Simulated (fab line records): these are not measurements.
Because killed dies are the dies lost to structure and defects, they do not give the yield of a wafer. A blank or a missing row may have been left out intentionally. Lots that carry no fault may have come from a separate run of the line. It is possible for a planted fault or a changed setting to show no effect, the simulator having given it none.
Comparing a struck lot with a sound one | flow sky130 | 15 out of 708 route steps
Sound: these wafers, L708.2, L708.5, L708.6. Struck: wafers L728.2, L728.3, L728.5. At the end, the cause is stated.
For every step that has rows: the tool of each side, followed by ch and its chambers, followed by its first start. Under that, the readings that differ: sound wafers | struck wafers | difference of the means | sigmas: that difference in standard deviations of wafers without a fault.
alike: readings with means less than 2 such deviations apart, plus words and numbers identical on both sides. not compared: withheld readings, readings lacking a value on some wafer, bounds such as >300 that could conceal the same value, and numbers that have no deviation in the record and whose values overlap.
The two part at a step that has a row with sigmas, a row that says differs or no value, or rows on one side only. Numbers that don't overlap but have no deviation are shown without sigmas and don't part them. A reading missing from all wafers of one side parts the sides only when that side holds two or more wafers.

first, 1 step without rows for these wafers: SKY_VIA1_CMP_24 (polishes, stops on SiO2, t overpolish 15 s, target thk 0 nm).
SKY_METAL2_SPUTTER_00: material Ti, target thk 15 nm, time 10 s.
  sound on pvd_sputter-01 at day 34 07:47; struck on pvd_sputter-02 at day 40 07:36
  alike: chamber_pressure_pa, throttle_valve_pct
SKY_METAL2_SPUTTER_01: material TiN, target thk 20 nm, time 16.7 s.
  sound on pvd_sputter-01 at day 34 07:49; struck on pvd_sputter-02 at day 40 07:37
  alike: chamber_pressure_pa, throttle_valve_pct
SKY_METAL2_SPUTTER_02: material AlCu, target thk 250 nm, time 13.3 s.
  sound on pvd_sputter-01 at day 34 07:50; struck on pvd_sputter-02 at day 40 07:39
  alike: chamber_pressure_pa, throttle_valve_pct
SKY_METAL2_SPUTTER_03: material Ti, target thk 5 nm, time 3.3 s.
  sound on pvd_sputter-01 at day 34 07:52; struck on pvd_sputter-02 at day 40 07:40
  alike: chamber_pressure_pa, throttle_valve_pct
SKY_METAL2_SPUTTER_04: material TiN, target thk 70 nm, time 61.14 s.
  sound on pvd_sputter-01 at day 34 07:52; struck on pvd_sputter-02 at day 40 07:41
  alike: chamber_pressure_pa, throttle_valve_pct
SKY_METAL2_RS_MEAS_05: measures by four-point-probe.
  sound on film_metro-01 at day 34 07:56; struck on film_metro-04 at day 40 07:46
  alike: METAL2_ALCU_RS
SKY_METAL2_THK_MEAS_06: measures by xrf.
  sound on film_metro-01 at day 34 08:03; struck on film_metro-04 at day 40 07:52
  alike: METAL2_ALCU_THK
then, 4 steps without rows for these wafers: SKY_METAL2_DEHYDRATE_07 (time 60 s); SKY_METAL2_HMDS_08 (prime time 60 s); SKY_METAL2_COAT_09 (resist thk 60 nm); SKY_METAL2_COAT_10 (resist thk 450 nm).
SKY_METAL2_SOFTBAKE_11: time 90 s.
  sound on litho_track-04 ch 0, day 34 21:00; struck on litho_track-03 ch 0, day 40 19:00
  reading                  | sound                | struck            | difference | sigmas
  heater_power_total_W (W) | 57.32 57.52 57.23    | 56.73 56.79 56.65 | -0.63      | -6
  plate_temp_C (C)         | 100.33 100.13 100.21 | 99.00 99.15 99.09 | -1.14      | -10
then, 1 step without rows for these wafers: SKY_METAL2_EXPOSE_12 (exposes mask MM2, target cd 140 nm).
-- the record jumps here: 10 days lie between the struck wafers' starts before and after (it left off in module METAL2 and takes up again in module PAD_OPEN, whose first step shown is number 708 of the route) --
SKY_PAD_OPEN_PROBE_99:
  rows exist in the record for the struck wafers here (prober-02, day 50 11:20), but not for the sound ones

WHERE THEY PART
At SKY_METAL2_SOFTBAKE_11 first; at SKY_PAD_OPEN_PROBE_99 last (within this record only).

WHY: what the simulator had put in
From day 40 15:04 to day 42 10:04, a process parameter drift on litho_track-03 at SKY_METAL2_SOFTBAKE_11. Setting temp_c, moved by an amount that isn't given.
